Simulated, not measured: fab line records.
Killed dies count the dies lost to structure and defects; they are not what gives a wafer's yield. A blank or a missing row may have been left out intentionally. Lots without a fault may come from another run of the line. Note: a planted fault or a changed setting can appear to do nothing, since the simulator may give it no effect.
fab line records ; flow sky130
record: lots: 7; wafers: 19; last-day: 50
route steps=708 shown VIA1@467 METAL2@483 PAD_OPEN@708
lots that met no fault: from a run of the same line without faults
start-h: the number of hours between the record's first day and the start of the first shown wafer of the lot ; wait-h: hours since the lot's step before ; " as in the row above ; L1.1+2: a row that stands for several wafers ; - value missing, or start not given ; * or withheld: withheld ; < > ~ a bound
route shown NAME@n: NAME is a module with steps in the file, n the number in the route of the first one ; usual: mean/standard deviation taken from wafers without a fault ; same: alike in all rows ; chamber/n: place in a boat ; sites: per-site readings ; _std_site: standard deviation across them ; _edge_site: inner sites' mean taken away from outer sites' mean ; radius-mm: how far each site lies from the wafer's centre ; mask NAME#n: copy n ; behind: tool/chamber where the wafer was last shaped ; hold: reason for holding the lot/hours on hold/outcome of the hold ; device: which transistor (n, p or np) failed to switch ; end of line: tests of these same wafers at the route's end ; for a step that has no rows: nothing shown but its recipe ; killed: at the first sort, the dies lost to defects and structure; wafer yield is something else ; map: shows each die of a wafer: x if killed, . if not, _ if none is there
set.NAME: the setting that was run; set.NAME@STEP: the one run at that earlier step ; model.NAME: the simulator's own value behind a step, which no gauge read
a table for each step, a row for each wafer; lots at some steps of the route
services: a tool's chamber out of use, with start hour (start-h, from the record's first day; less than 0 if before it), hours out, and reason
== steps ==
step: SKY_VIA1_EXPOSE_09
recipe: mask-id: VIM; na: 0.8; source-shape: annular; sigma-inner: 0.55; sigma-outer: 0.85; target-cd-nm: 150; dose-mj: 38
step: SKY_VIA1_PEB_10
recipe: peb-temp-c: withheld; peb-time-s: withheld; resist: KrF-thick
step: SKY_VIA1_DEVELOP_11
recipe: develop-time-s: 60; resist: KrF-thick; dev-temp-c: 21
step: SKY_VIA1_CD_MEAS_12
recipe: target-cd-nm: 150
usual: cd-nm: 149.6/1.3
lot.wafer;tool;chamber;start-h;wait-h;cd-nm
L499.2;cd-sem-02;-;811.63;-;149.2
L499.5;cd-sem-02;-;811.63;-;149.6
L499.6;cd-sem-02;-;811.63;-;150.8
L502.1;cd-sem-02;-;834.91;-;150.9
L502.2;cd-sem-02;-;834.91;-;149.9
L502.3;cd-sem-02;-;834.91;-;151.0
L511.3;cd-sem-01;-;914.95;-;148.9
L511.6;cd-sem-01;-;914.95;-;148.5
L513.1;cd-sem-01;-;916.72;-;150.6
L513.5;cd-sem-01;-;916.72;-;150.2
L515.1;cd-sem-02;-;931.27;-;147.5
L515.2;cd-sem-02;-;931.27;-;149.0
L515.6;cd-sem-02;-;931.27;-;146.3
L519.1;cd-sem-02;-;959.48;-;149.0
L519.5;cd-sem-02;-;959.48;-;150.8
L519.6;cd-sem-02;-;959.48;-;151.1
L521.2;cd-sem-01;-;966.88;-;151.7
L521.3;cd-sem-01;-;966.88;-;149.0
L521.5;cd-sem-01;-;966.88;-;150.7
step: SKY_VIA1_OVL_MEAS_13
usual: VIA1_OVL: -1/5.4
lot.wafer;tool;chamber;start-h;wait-h;VIA1_OVL[nm]
L499.2;overlay-02;-;811.73;0.1;-20
L499.5;overlay-02;-;811.73;0.1;-13
L499.6;overlay-02;-;811.73;0.1;-6
L502.1;overlay-01;-;835.03;0.1;6
L502.2;overlay-01;-;835.03;0.1;2
L502.3;overlay-01;-;835.03;0.1;3
L511.3;overlay-02;-;915.04;0.1;2
L511.6;overlay-02;-;915.04;0.1;4
L513.1;overlay-01;-;916.84;0.1;-9
L513.5;overlay-01;-;916.84;0.1;-6
L515.1;overlay-01;-;931.39;0.1;1
L515.2;overlay-01;-;931.39;0.1;-1
L515.6;overlay-01;-;931.39;0.1;0
L519.1;overlay-01;-;959.60;0.1;-1
L519.5;overlay-01;-;959.60;0.1;6
L519.6;overlay-01;-;959.60;0.1;6
L521.2;overlay-01;-;966.99;0.1;-1
L521.3;overlay-01;-;966.99;0.1;-3
L521.5;overlay-01;-;966.99;0.1;-2
step: SKY_VIA1_ETCH_14
recipe: chemistry: N2/H2; target: BARC; ion-energy-ev: 200; source-w: 500; bias-w: 100; pressure-mtorr: 30; n2-flow-sccm: 100; h2-flow-sccm: 200; stop-on: SiO2; time-s: 45.9; target-depth-a: 600
usual: drypump-motor-current-A: 5.8/0.51; oes-product-au: 0.856/0.0051; throttle-valve-pct: 13.224/0.0093
lot.wafer;tool;chamber;start-h;wait-h;drypump-motor-current-A;oes-product-au;rf-hours-counter-h;throttle-valve-pct
L499.2;rie-diel-04;0;811.76;0.0;5.7;0.856;12;13.222
L499.5;rie-diel-04;1;811.76;0.0;4.9;0.859;-;13.229
L499.6;rie-diel-04;0;811.76;0.0;5.7;0.853;-;13.229
L502.1;rie-diel-04;2;835.06;0.0;6.2;0.850;10;13.224
L502.2;rie-diel-04;1;835.06;0.0;4.9;0.848;12;13.209
L502.3;rie-diel-04;3;835.06;0.0;4.8;0.855;24;13.216
L511.3;rie-diel-01;3;915.07;0.0;5.6;0.863;16;13.231
L511.6;rie-diel-01;3;915.07;0.0;5.6;0.855;-;13.218
L513.1;rie-diel-03;2;916.88;0.0;5.6;0.859;5;13.226
L513.5;rie-diel-03;0;916.88;0.0;5.8;0.868;-;13.223
L515.1;rie-diel-03;2;931.43;0.0;5.6;0.841;5;13.233
L515.2;rie-diel-03;0;931.43;0.0;5.9;0.854;5;13.207
L515.6;rie-diel-03;0;931.43;0.0;5.8;0.845;-;13.234
L519.1;rie-diel-03;3;959.64;0.0;6.3;0.866;10;13.204
L519.5;rie-diel-03;2;959.64;0.0;5.6;0.853;-;13.211
L519.6;rie-diel-03;1;959.64;0.0;5.3;0.854;-;13.224
L521.2;rie-diel-04;0;967.02;0.0;5.7;0.845;15;13.225
L521.3;rie-diel-04;1;967.02;0.0;4.9;0.852;15;13.238
L521.5;rie-diel-04;2;967.02;0.0;6.2;0.859;-;13.234
step: SKY_VIA1_ETCH_15
recipe: target: SiO2; chemistry: C4F8/O2/Ar; target-depth-nm: 351; stop-on: TiN; mask-material: KrF-thick; source-w: 1500; bias-w: 1200; pressure-mtorr: 40; c4f8-flow-sccm: withheld; O2_flow_sccm: 6; Ar_flow_sccm: 300; time-s: 54
usual: oes-product-au: 0.982/0.0067
lot.wafer;tool;chamber;start-h;wait-h;oes-product-au;rf-hours-counter-h
L499.2;rie-diel-04;0;811.81;0.0;0.980;12
L499.5;rie-diel-04;1;811.81;0.0;0.983;-
L499.6;rie-diel-04;0;811.81;0.0;0.976;-
L502.1;rie-diel-04;2;835.11;0.0;0.983;10
L502.2;rie-diel-04;1;835.11;0.0;0.970;12
L502.3;rie-diel-04;3;835.11;0.0;0.984;24
L511.3;rie-diel-01;3;915.11;0.0;0.983;16
L511.6;rie-diel-01;3;915.11;0.0;0.978;-
L513.1;rie-diel-03;2;916.92;0.0;0.973;5
L513.5;rie-diel-03;0;916.92;0.0;0.986;-
L515.1;rie-diel-03;2;931.47;0.0;0.982;5
L515.2;rie-diel-03;0;931.47;0.0;0.996;5
L515.6;rie-diel-03;0;931.47;0.0;0.979;-
L519.1;rie-diel-03;3;959.68;0.0;0.984;10
L519.5;rie-diel-03;2;959.68;0.0;0.994;-
L519.6;rie-diel-03;1;959.68;0.0;0.981;-
L521.2;rie-diel-04;0;967.06;0.0;0.981;15
L521.3;rie-diel-04;1;967.06;0.0;0.965;15
L521.5;rie-diel-04;2;967.06;0.0;0.982;-
step: SKY_VIA1_STRIP_16
recipe: chemistry: O2/N2; power-w: 1400; pressure-mtorr: 1500; platen-temp-c: withheld; o2-flow-sccm: 3000; n2-flow-sccm: 300; overash-fraction: 0.5
usual: drypump-motor-current-A: 5.6/0.48; oes-product-au: 0.416/0.0043; strip-time-to-endpoint-s: 4.466/0.028
lot.wafer;tool;chamber;start-h;wait-h;drypump-motor-current-A;oes-product-au;rf-hours-counter-h;strip-time-to-endpoint-s
L499.2;plasma-asher-01;1;811.85;0.0;6.3;0.418;94;4.484
L499.5;plasma-asher-01;0;811.85;0.0;5.3;0.407;-;4.518
L499.6;plasma-asher-01;1;811.85;0.0;6.3;0.413;-;4.476
L502.1;plasma-asher-01;0;835.15;0.0;5.2;0.417;97;4.417
L502.2;plasma-asher-01;1;835.15;0.0;6.3;0.420;97;4.479
L502.3;plasma-asher-01;1;835.15;0.0;6.3;0.415;-;4.463
L511.3;plasma-asher-03;1;915.19;0.1;6.0;0.414;-;4.455
L511.6;plasma-asher-03;0;915.19;0.1;6.1;0.416;-;4.486
L513.1;plasma-asher-03;1;916.97;0.0;6.1;0.410;17;4.501
L513.5;plasma-asher-03;0;916.97;0.0;6.1;0.417;-;4.471
L515.1;plasma-asher-01;0;931.52;0.0;5.3;0.415;107;4.461
L515.2;plasma-asher-01;1;931.52;0.0;6.4;0.413;107;4.434
L515.6;plasma-asher-01;0;931.52;0.0;5.3;0.413;-;4.446
L519.1;plasma-asher-02;1;959.73;0.0;5.2;0.424;84;4.479
L519.5;plasma-asher-02;1;959.73;0.0;5.2;0.420;-;4.504
L519.6;plasma-asher-02;0;959.73;0.0;5.2;0.421;-;4.475
L521.2;plasma-asher-02;0;967.10;0.0;5.2;0.424;84;4.524
L521.3;plasma-asher-02;1;967.10;0.0;5.2;0.417;-;4.556
L521.5;plasma-asher-02;1;967.10;0.0;5.2;0.419;-;4.446
step: SKY_VIA1_STRIP_17
recipe: chemistry: post-etch-residue-remover; time-s: 1200; temp-c: 72.5
step: SKY_VIA1_CLEAN_18
recipe: chemistry: IPA; time-s: 180; temp-c: 25
step: SKY_VIA1_CLEAN_19
recipe: chemistry: O3/DIW; dry: n2-spin
step: SKY_VIA1_SPUTTER_20
recipe: material: TiN; target-thk-nm: 20; chamber-pressure-pa: 5; power-w: 4000; time-s: 80
usual: throttle-valve-pct: 30.3/1
lot.wafer;tool;chamber;start-h;wait-h;throttle-valve-pct
L499.2;pvd-sputter-02;-;812.48;0.0;28.6
L499.5;pvd-sputter-02;-;812.48;0.0;31.3
L499.6;pvd-sputter-02;-;812.48;0.0;28.6
L502.1;pvd-sputter-01;-;835.78;0.0;31.4
L502.2;pvd-sputter-01;-;835.78;0.0;31.0
L502.3;pvd-sputter-01;-;835.78;0.0;31.1
L511.3;pvd-sputter-04;-;915.75;0.0;29.9
L511.6;pvd-sputter-04;-;915.75;0.0;30.7
L513.1;pvd-sputter-02;-;917.56;0.0;28.4
L513.5;pvd-sputter-02;-;917.56;0.0;29.5
L515.1;pvd-sputter-02;-;932.11;0.0;28.3
L515.2;pvd-sputter-02;-;932.11;0.0;31.5
L515.6;pvd-sputter-02;-;932.11;0.0;28.4
L519.1;pvd-sputter-01;-;960.34;0.0;31.1
L519.5;pvd-sputter-01;-;960.34;0.0;31.4
L519.6;pvd-sputter-01;-;960.34;0.0;31.2
L521.2;pvd-sputter-04;-;967.76;0.0;29.1
L521.3;pvd-sputter-04;-;967.76;0.0;30.5
L521.5;pvd-sputter-04;-;967.76;0.0;30.1
step: SKY_VIA1_CVD_21
recipe: material: W; target-thk-nm: 270; time-s: 80.902; temp-c: 400; pressure-torr: 40
usual: chamber-pressure-Torr: 40.02/0.097; heater-power-w: 838/89
lot.wafer;tool;chamber;start-h;wait-h;chamber-pressure-Torr;heater-power-w;model.W_of_VIA1_CVD_21.thk-nm
L499.2;cvd-w-01;0;812.55;0.0;40.15;971;271.1
L499.5;cvd-w-01;0;812.55;0.0;40.06;974;268.7
L499.6;cvd-w-01;1;812.55;0.0;40.22;799;278.8
L502.1;cvd-w-02;0;835.85;0.0;39.99;880;270.6
L502.2;cvd-w-02;1;835.85;0.0;39.90;754;270.1
L502.3;cvd-w-02;0;835.85;0.0;40.02;868;271.7
L511.3;cvd-w-01;0;915.84;0.1;40.10;972;343.9
L511.6;cvd-w-01;0;915.84;0.1;40.06;997;345.9
L513.1;cvd-w-01;0;917.62;0.0;40.08;978;347.8
L513.5;cvd-w-01;0;917.62;0.0;39.98;991;344.9
L515.1;cvd-w-01;0;932.17;0.0;39.79;980;345
L515.2;cvd-w-01;1;932.17;0.0;40.19;802;276
L515.6;cvd-w-01;0;932.17;0.0;39.96;987;345.3
L519.1;cvd-w-02;0;960.40;0.0;40.01;839;269.4
L519.5;cvd-w-02;1;960.40;0.0;40.08;715;269.7
L519.6;cvd-w-02;0;960.40;0.0;39.95;866;270.7
L521.2;cvd-w-02;0;967.82;0.0;39.94;826;270.3
L521.3;cvd-w-02;1;967.82;0.0;40.11;713;268.4
L521.5;cvd-w-02;0;967.82;0.0;40.03;827;268.6
step: SKY_VIA1_RS_MEAS_22
recipe: thk-meas-gauge: four-point-probe; reads: W_of_VIA1_CVD_21+TiN_of_VIA1_SPUTTER_20
usual: VIA1_W_RS: 0.424/0.0069
lot.wafer;tool;chamber;start-h;wait-h;hold;VIA1_W_RS[ohm/sq]
L499.2;film-metro-02;-;812.66;0.1;-;0.426
L499.5;film-metro-02;-;812.66;0.1;-;0.429
L499.6;film-metro-02;-;812.66;0.1;-;0.412
L502.1;film-metro-04;-;835.94;0.1;-;0.426
L502.2;film-metro-04;-;835.94;0.1;-;0.426
L502.3;film-metro-04;-;835.94;0.1;-;0.424
L511.3;film-metro-01;-;915.94;0.1;await-dispo/0.2h/release;0.333
L511.6;film-metro-01;-;915.94;0.1;await-dispo/0.2h/release;0.332
L511.3;film-metro-01;-;916.23;0.3;-;0.334
L511.6;film-metro-01;-;916.23;0.3;-;0.331
L513.1;film-metro-02;-;917.71;0.1;await-dispo/0.2h/release;0.329
L513.5;film-metro-02;-;917.71;0.1;await-dispo/0.2h/release;0.333
L513.1;film-metro-02;-;918.00;0.3;-;0.330
L513.5;film-metro-02;-;918.00;0.3;-;0.333
L515.1;film-metro-02;-;932.26;0.1;await-dispo/0.2h/release;0.333
L515.2;film-metro-02;-;932.26;0.1;await-dispo/0.2h/release;0.416
L515.6;film-metro-02;-;932.26;0.1;await-dispo/0.2h/release;0.332
L515.1;film-metro-02;-;932.55;0.3;-;0.332
L515.2;film-metro-02;-;932.55;0.3;-;0.416
L515.6;film-metro-02;-;932.55;0.3;-;0.333
L519.1;film-metro-02;-;960.49;0.1;-;0.428
L519.5;film-metro-02;-;960.49;0.1;-;0.427
L519.6;film-metro-02;-;960.49;0.1;-;0.425
L521.2;film-metro-02;-;967.93;0.1;-;0.425
L521.3;film-metro-02;-;967.93;0.1;-;0.429
L521.5;film-metro-02;-;967.93;0.1;-;0.428
step: SKY_VIA1_THK_MEAS_23
recipe: thk-meas-gauge: xrf; reads: W_of_VIA1_CVD_21
usual: VIA1_W_THK: 278/4.4
lot.wafer;tool;chamber;start-h;wait-h;hold;VIA1_W_THK[nm]
L499.2;film-metro-02;-;812.77;0.1;-;277
L499.5;film-metro-02;-;812.77;0.1;-;276
L499.6;film-metro-02;-;812.77;0.1;-;286
L502.1;film-metro-04;-;836.06;0.1;-;280
L502.2;film-metro-04;-;836.06;0.1;-;277
L502.3;film-metro-04;-;836.06;0.1;-;281
L511.3;film-metro-01;-;919.85;3.6;await-dispo/0.2h/release;354
L511.6;film-metro-01;-;919.85;3.6;await-dispo/0.2h/release;354
L511.3;film-metro-01;-;920.08;0.2;-;353
L511.6;film-metro-01;-;920.08;0.2;-;354
L513.1;film-metro-02;-;920.83;2.8;await-dispo/0.2h/release;361
L513.5;film-metro-02;-;920.83;2.8;await-dispo/0.2h/release;358
L513.1;film-metro-02;-;921.06;0.2;-;361
L513.5;film-metro-02;-;921.06;0.2;-;358
L515.1;film-metro-02;-;934.57;2.0;await-dispo/0.2h/release;358
L515.2;film-metro-02;-;934.57;2.0;await-dispo/0.2h/release;284
L515.6;film-metro-02;-;934.57;2.0;await-dispo/0.2h/release;359
L515.1;film-metro-02;-;934.79;0.2;-;359
L515.2;film-metro-02;-;934.79;0.2;-;286
L515.6;film-metro-02;-;934.79;0.2;-;359
L519.1;film-metro-02;-;960.61;0.1;-;276
L519.5;film-metro-02;-;960.61;0.1;-;276
L519.6;film-metro-02;-;960.61;0.1;-;278
L521.2;film-metro-02;-;968.04;0.1;-;276
L521.3;film-metro-02;-;968.04;0.1;-;276
L521.5;film-metro-02;-;968.04;0.1;-;276
step: SKY_VIA1_CMP_24
recipe: stop-on: SiO2; t-overpolish-s: 15; down-force-psi: 3.5; platen-rpm: 60; target-thk-nm: 0; pad-velocity-m-s: 0.94248
usual: motor-current-A: 10.8/1.2; time-to-endpoint-s: 66/4.1
lot.wafer;tool;chamber;start-h;wait-h;hold;motor-current-A;time-to-endpoint-s
L499.2;cmp-02;0;813.14;0.4;-;9.0;60
L499.5;cmp-02;1;813.14;0.4;-;11.1;62
L499.6;cmp-02;2;813.14;0.4;-;11.4;71
L502.3;cmp-02;1;836.12;0.0;-;11.0;66
L502.2;cmp-02;2;836.12;0.0;-;10.7;72
L502.1;cmp-02;3;836.12;0.0;-;11.0;74
L511.3;cmp-01;1;923.60;3.5;await-dispo/3.4h/release;10.9;80
L511.6;cmp-01;0;923.60;3.5;await-dispo/3.4h/release;14.2;86
L513.1;cmp-02;1;924.78;3.7;await-dispo/3.6h/release;10.7;84
L513.5;cmp-02;0;924.78;3.7;await-dispo/3.6h/release;9.3;81
L515.1;cmp-02;0;945.84;11.0;await-dispo/1.7h/release;9.0;81
L515.2;cmp-02;3;945.84;11.0;await-dispo/1.7h/release;10.4;74
L515.6;cmp-02;0;945.84;11.0;await-dispo/1.7h/release;9.1;85
L519.1;cmp-02;3;960.82;0.2;-;10.7;74
L519.6;cmp-02;0;960.82;0.2;-;9.1;67
L519.5;cmp-02;1;960.82;0.2;-;11.2;67
L521.2;cmp-02;1;968.09;0.0;-;11.6;66
L521.3;cmp-02;0;968.09;0.0;-;9.3;67
L521.5;cmp-02;2;968.09;0.0;-;11.4;71
step: SKY_METAL2_SPUTTER_00
recipe: material: Ti; target-thk-nm: 15; power-w: 3000; time-s: 10; chamber-pressure-pa: 0.4
usual: throttle-valve-pct: 30.0/0.82
lot.wafer;tool;chamber;start-h;wait-h;throttle-valve-pct
L499.2;pvd-sputter-03;-;813.29;0.1;28.9
L499.5;pvd-sputter-03;-;813.29;0.1;29.5
L499.6;pvd-sputter-03;-;813.29;0.1;29.8
L502.1;pvd-sputter-04;-;836.42;0.1;30.3
L502.2;pvd-sputter-04;-;836.42;0.1;30.3
L502.3;pvd-sputter-04;-;836.42;0.1;29.9
L511.3;pvd-sputter-01;-;923.80;0.1;30.9
L511.6;pvd-sputter-01;-;923.80;0.1;31.5
L513.1;pvd-sputter-04;-;925.03;0.2;30.4
L513.5;pvd-sputter-04;-;925.03;0.2;29.4
L515.1;pvd-sputter-01;-;946.14;0.2;31.2
L515.2;pvd-sputter-01;-;946.14;0.2;29.6
L515.6;pvd-sputter-01;-;946.14;0.2;30.8
L519.1;pvd-sputter-04;-;960.97;0.1;29.4
L519.5;pvd-sputter-04;-;960.97;0.1;30.0
L519.6;pvd-sputter-04;-;960.97;0.1;29.3
L521.2;pvd-sputter-04;-;968.39;0.2;30.0
L521.3;pvd-sputter-04;-;968.39;0.2;29.3
L521.5;pvd-sputter-04;-;968.39;0.2;29.2
step: SKY_PAD_OPEN_PROBE_99
usual: defect-limited-yield: 82.5/1.9; killed_at_M0_to_M3: 43/6.8; killed_at_M4_up: 3.2/2; killed-at-contacts: 24/5.3; killed-at-front-end: 16/4.4; killed-at-other: 0.3/0.54; killed-dies: 86/9.4; killed-on-rim: 16/3.8; killed-open: 48/6.6; killed-short: 38/6.5; sort_bin_3_pad_short: 0.8/0.4; sort_bin_5_function: 10.4/1.5; sort_bin_6_memory: 6.3/1.2; sort-n-pass: 406/9.4; sort-yield-pct: 82.5/1.9
same: gross-dies: 492; killed-at-back-side: 0; sort_bin_4_leakage[%]: 0; sort_bin_8_speed[%]: 0
lot.wafer;tool;chamber;start-h;wait-h;defect-limited-yield[%];killed_at_M0_to_M3;killed_at_M4_up;killed-at-contacts;killed-at-front-end;killed-at-other;killed-dies;killed-on-rim;killed-open;killed-short;sort_bin_3_pad_short[%];sort_bin_5_function[%];sort_bin_6_memory[%];sort-n-pass;sort-yield-pct[%]
L499.2;prober-01;-;1099.83;0.1;79.9;45;9;24;18;3;99;15;44;55;1.4;13.0;5.7;393;79.9
L499.5;prober-01;-;1099.98;0.2;82.3;42;2;25;18;0;87;16;51;36;0.4;11.6;5.7;405;82.3
L499.6;prober-01;-;1100.03;0.2;82.1;41;2;31;14;0;88;17;48;40;0.6;10.4;6.9;404;82.1
L502.1;prober-01;-;1116.81;0.1;80.7;49;2;28;16;0;95;24;58;37;0.6;11.6;7.1;397;80.7
L502.2;prober-01;-;1116.86;0.1;82.5;46;2;24;13;1;86;17;46;40;2.6;10.6;4.3;406;82.5
L502.3;prober-01;-;1116.91;0.2;82.5;43;5;32;6;0;86;22;41;45;1.2;10.6;5.7;406;82.5
L515.2;prober-01;-;1188.50;0.1;82.3;46;7;17;16;1;87;16;55;32;0.6;10.0;7.1;405;82.3
L519.1;prober-02;-;1206.53;0.1;85.2;43;0;17;13;0;73;13;42;31;0.8;8.5;5.5;419;85.2
L519.5;prober-02;-;1206.73;0.2;84.3;45;3;16;13;0;77;18;49;28;0.8;10.2;4.7;415;84.3
L519.6;prober-02;-;1206.78;0.2;82.7;46;5;23;11;0;85;14;50;34;1.0;10.6;5.7;407;82.7
L521.2;prober-02;-;1209.36;0.1;81.9;45;1;26;17;0;89;17;45;44;0.8;10.6;6.7;403;81.9
L521.3;prober-02;-;1209.41;0.2;82.7;37;5;25;18;0;85;12;45;40;0.4;11.0;5.9;407;82.7
L521.5;prober-02;-;1209.51;0.2;83.5;42;2;20;17;0;81;14;43;38;1.6;7.7;7.1;411;83.5
killed by level:class
L499.2 METAL4:geometric-particle:short=8 LI_CONTACT:geometric-particle:open=7 CONTACT:geometric-particle:open=7 VIA1:geometric-particle:open=7 VIA1:geometric-particle:short=7 FIELD_ISO:geometric-particle:short=6 VIA2:geometric-particle:open=6 CONTACT:geometric-particle:short=5
L499.5 VIA1:geometric-particle:open=12 CONTACT:geometric-particle:open=11 CONTACT:geometric-particle:short=6 METAL1:geometric-particle:short=6 METAL2:geometric-particle:short=6 VIA3:geometric-particle:open=6 FIELD_ISO:geometric-particle:short=4 FIELD_ISO:geometric-particle:open=4
L499.6 CONTACT:geometric-particle:open=15 VIA1:geometric-particle:open=10 CONTACT:geometric-particle:short=9 VIA2:geometric-particle:open=8 VIA3:geometric-particle:open=6 VIA3:geometric-particle:short=5 VIA2:geometric-particle:short=5 FIELD_ISO:geometric-particle:open=4
L502.1 LI_CONTACT:geometric-particle:open=15 VIA1:geometric-particle:open=12 VIA3:geometric-particle:open=11 FIELD_ISO:geometric-particle:short=6 VIA2:geometric-particle:open=6 CONTACT:geometric-particle:open=6 METAL3:geometric-particle:short=5 METAL1:geometric-particle:short=4
L502.2 VIA3:geometric-particle:open=8 LI_CONTACT:geometric-particle:open=7 CONTACT:geometric-particle:open=7 VIA1:geometric-particle:short=6 CONTACT:geometric-particle:short=6 VIA2:geometric-particle:open=6 METAL1:geometric-particle:short=5 VIA1:geometric-particle:open=5
L502.3 VIA1:geometric-particle:open=12 VIA3:geometric-particle:open=10 LI_CONTACT:geometric-particle:short=8 CONTACT:geometric-particle:open=7 LOCAL_INTERCONNECT:geometric-particle:short=6 LI_CONTACT:geometric-particle:open=5 CONTACT:geometric-particle:short=5 METAL2:geometric-particle:short=5
L515.2 VIA3:geometric-particle:open=11 VIA1:geometric-particle:open=8 LI_CONTACT:geometric-particle:open=7 VIA2:geometric-particle:open=7 FIELD_ISO:geometric-particle:open=6 VIA1:geometric-particle:short=5 CONTACT:geometric-particle:open=4 METAL1:geometric-particle:short=4
L519.1 VIA2:geometric-particle:open=10 CONTACT:geometric-particle:open=9 VIA1:geometric-particle:open=9 METAL2:geometric-particle:short=7 POLY_GATE:geometric-particle:short=5 VIA1:geometric-particle:short=5 VIA3:geometric-particle:open=4 VIA3:geometric-particle:short=4
L519.5 VIA1:geometric-particle:open=11 VIA2:geometric-particle:open=7 VIA3:geometric-particle:short=6 FIELD_ISO:geometric-particle:open=5 LI_CONTACT:geometric-particle:open=5 VIA1:geometric-particle:short=5 VIA3:geometric-particle:open=5 CONTACT:geometric-particle:short=4
L519.6 CONTACT:geometric-particle:open=12 VIA1:geometric-particle:open=9 VIA1:geometric-particle:short=7 VIA2:geometric-particle:open=7 METAL2:geometric-particle:short=5 LI_CONTACT:geometric-particle:open=4 VIA2:geometric-particle:short=4 VIA3:geometric-particle:open=4
L521.2 VIA1:geometric-particle:open=10 LI_CONTACT:geometric-particle:open=7 METAL2:geometric-particle:short=7 POLY_GATE:geometric-particle:open=6 CONTACT:geometric-particle:open=6 VIA3:geometric-particle:open=6 VIA1:geometric-particle:short=5 LI_CONTACT:geometric-particle:short=5
L521.3 VIA1:geometric-particle:open=10 LI_CONTACT:geometric-particle:open=8 CONTACT:geometric-particle:open=6 VIA3:geometric-particle:open=6 FIELD_ISO:geometric-particle:short=5 CONTACT:geometric-particle:short=5 POLY_GATE:geometric-particle:short=4 METAL1:geometric-particle:short=4
L521.5 VIA1:geometric-particle:open=10 CONTACT:geometric-particle:open=9 POLY_GATE:geometric-particle:open=8 VIA1:geometric-particle:short=8 METAL2:geometric-particle:short=7 LOCAL_INTERCONNECT:geometric-particle:short=6 VIA3:geometric-particle:open=5 POLY_GATE:geometric-particle:short=4
== services ==
tool;chamber;start-h;hours;kind
cvd-w-01;-;788.95;0.7;repair
rie-diel-04;0;792.73;6.9;repair
plasma-asher-02;-;797.69;3.7;repair
cmp-02;-;798.65;2.1;repair
cvd-w-01;0;836.55;12.3;repair
cmp-02;-;838.63;3.8;pm
rie-diel-04;2;853.61;1.9;repair
rie-diel-04;-;854.91;2.8;pm
pvd-sputter-04;-;866.49;1.7;repair
pvd-sputter-02;-;887.03;0.6;repair
rie-diel-04;-;891.22;28.1;pm
rie-diel-03;0;896.43;10.0;repair
cvd-w-01;-;901.81;0.3;repair
cvd-w-02;-;904.00;14.0;pm
pvd-sputter-04;-;908.70;1.4;repair
pvd-sputter-04;-;911.85;1.4;repair
rie-diel-04;3;920.42;4.7;repair
rie-diel-04;2;922.62;1.8;repair
rie-diel-03;0;936.03;8.2;repair
rie-diel-04;3;943.15;21.8;repair
pvd-sputter-02;-;956.80;4.2;repair
cvd-w-01;-;958.02;14.6;pm
rie-diel-03;-;965.00;2.8;pm
rie-diel-04;3;965.27;2.7;repair
== key ==
first-sign: step: SKY_VIA1_RS_MEAS_22; reading: visit; direction: added
effect: step: SKY_VIA1_RS_MEAS_22; reading: VIA1_W_RS; direction: down; sigmas: 13; usual: 0.424; struck: 0.332
effect: step: SKY_VIA1_THK_MEAS_23; reading: visit; direction: added
effect: step: SKY_VIA1_THK_MEAS_23; reading: VIA1_W_THK; direction: up; sigmas: 18; usual: 278; struck: 358
effect: step: SKY_VIA1_CMP_24; reading: time-to-endpoint-s; direction: up; sigmas: 4.1; usual: *; struck: *
model-effect: step: SKY_VIA1_CVD_21; value: W_of_VIA1_CVD_21.thk-nm; without: 268.5; struck: 345.5
met-at SKY_VIA1_CVD_21
struck-wafers L511.3,L511.6,L513.1,L513.5,L515.1,L515.6
rows-end L515.1,L515.6
sort-left-out L511.3,L511.6,L513.1,L513.5
tester-left-out L511,L513
onset-between 812.55 915.84
earlier-fault: kind: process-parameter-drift; tool: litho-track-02; chamber: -; onset-h: 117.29; steps: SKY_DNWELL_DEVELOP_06; channel: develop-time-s; offset: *; shape: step; end-h: 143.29; acts-in: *; stated: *
fault: kind: process-parameter-drift; tool: cvd-w-01; chamber: 0; onset-h: 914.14; steps: SKY_VIA1_CVD_21; channel: target-thk-nm; offset: 77.421; shape: step; acts-in: these-recipes-only; stated: 270
tester-left-out: of these lots the tester's yield and bins aren't shown, on N5 and GAA mostly nor the transistor test; their killed dies are dies lost to structure and defects alone, not to doping, threshold or leakage, so they don't give the yield
sort-left-out: the simulated sort isn't trusted on such a fault, so these wafers' sort isn't shown, and their yield isn't known
rows-end: these wafers met a further fault down the route, and their rows from its step on are left out
